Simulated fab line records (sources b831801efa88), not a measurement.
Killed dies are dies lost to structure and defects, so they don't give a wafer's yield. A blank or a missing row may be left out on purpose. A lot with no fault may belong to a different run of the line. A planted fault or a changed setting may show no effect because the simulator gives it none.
Problem report in the 8D (eight disciplines) form, filled by code | flow gf180mcu | the parts of the form that need people (team, actions taken, sign-off) are left out

## 1. WHAT WENT WRONG
Across 3 wafers from 2 lots, CONTACT_CVD_02_THK at GF_CONTACT_THK_MEAS_03 averages 259 nm, while fault-free wafers read 862 nm with a standard deviation of 11. That puts it -55 standard deviations away from the usual mean.
Seen first at day 20 04:30 on film metro-04, wafer L525.1. The record holds 33 wafers of 11 lots with a number at this step. Rule for "out", or "out of limits": more than 4 standard deviations from the usual mean. The other wafers with a number count as sound.

## 2. WHAT IT IS, WHAT IT ISN'T
question                    | is                     | is not
which readings at this step | CONTACT_CVD_02_THK     | -
which lots                  | L525, L526             | L512, L515, L516, L518, L528, L529, L530, L532, L534
which wafers of those lots  | L525.1, L525.6, L526.6 | L525.3, L526.1, L526.5
read on which gauges        | film metro-04          | film metro-02, film metro-03
when                        | from day 20 04:30      | up to then (13 sound wafers); but 17 sound wafers of L526, L528, L529, L530, L532, L534 came after

## 3. THE SUSPECTS, EACH WITH WHAT RULES IT OUT
Counting: a tool at a process step up to the reading stays a suspect if it ran every lot that is out. Sound lots after the first of them don't rule it out here, since some wafers of a struck lot are sound.
- ruled out: the gauge at GF_CONTACT_THK_MEAS_03. All the wafers that are out were read on film metro-04, but those of them that GF_CONTACT_CMP_04 has rows for are out there too, on other tools.
- plasma asher-03 at GF_NSD_STRIP_11 (strips in O2/N2): kept. It ran every lot that is out, first L525 (day 18 02:32); its last sound lot up to then is L516 (day 14 20:52).
- pecvd-03 at GF_CONTACT_CVD_02 (deposits SiO2 from TEOS, target thk 860 nm, time 95.992 s): kept. It ran every lot that is out, first L525 (day 20 04:26); its last sound lot up to then is L518 (day 17 17:08).
- Within pecvd-03 at GF_CONTACT_CVD_02: the wafers that are out ran in chamber 1; their sound lot-mates ran in chambers 0, 2.
Remaining after the count are plasma asher-03 at GF_NSD_STRIP_11 and pecvd-03 at GF_CONTACT_CVD_02.

## 4. THE CAUSE (what the simulator had put in)
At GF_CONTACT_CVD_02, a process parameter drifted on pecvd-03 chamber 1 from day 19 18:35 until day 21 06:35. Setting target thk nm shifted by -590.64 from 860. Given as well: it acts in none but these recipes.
Counting leaves 2 suspects; this tool is one of them.

## 5. THE CHAIN OF EFFECTS, in route order
Each row: a reading whose mean over the struck wafers that have a number lies more than 3 standard deviations from the usual. Only readings for which the record gives a usual standard deviation are gone through. hours: the time from each lot's start at the first step in this table that gives one to its start at this step, as a median over the lots. sigmas: the change in usual standard deviations.
hours | step                   | reading            | usual      | on struck wafers | change | sigmas
0     | GF_CONTACT_THK_MEAS_03 | CONTACT_CVD_02_THK | 862 nm     | 259              | -603   | -55
6     | GF_CONTACT_CMP_04      | time to endpoint s | 115 s      | 27               | -88    | -14
-     | GF_CONTACT_ETCH_17     | oes product au     | 0.815 a.u. | 0.655            | -0.160 | -33
Process steps it contains:
- GF_CONTACT_CMP_04: polishes SiO2.
- GF_CONTACT_ETCH_17: etches SiO2 in C4F8/O2/Ar, stops on CoSi2, target depth 860 nm.

## 6. HOW IT WOULD HAVE BEEN CAUGHT EARLIER
10 hours passed between the start of the fault at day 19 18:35 and the first reading out of limits at a measuring or inspecting step in this record, taken at day 20 04:30.
An alarm limit of 4 standard deviations would not have fired on the tool readings at GF_CONTACT_CVD_02 for which the record gives a usual standard deviation, since none of them was out on any struck wafer.
Lots out: 2; of these, L526 started GF_CONTACT_CVD_02 on pecvd-03 after day 20 04:30. Had the tool been put on hold then, it would have been spared.
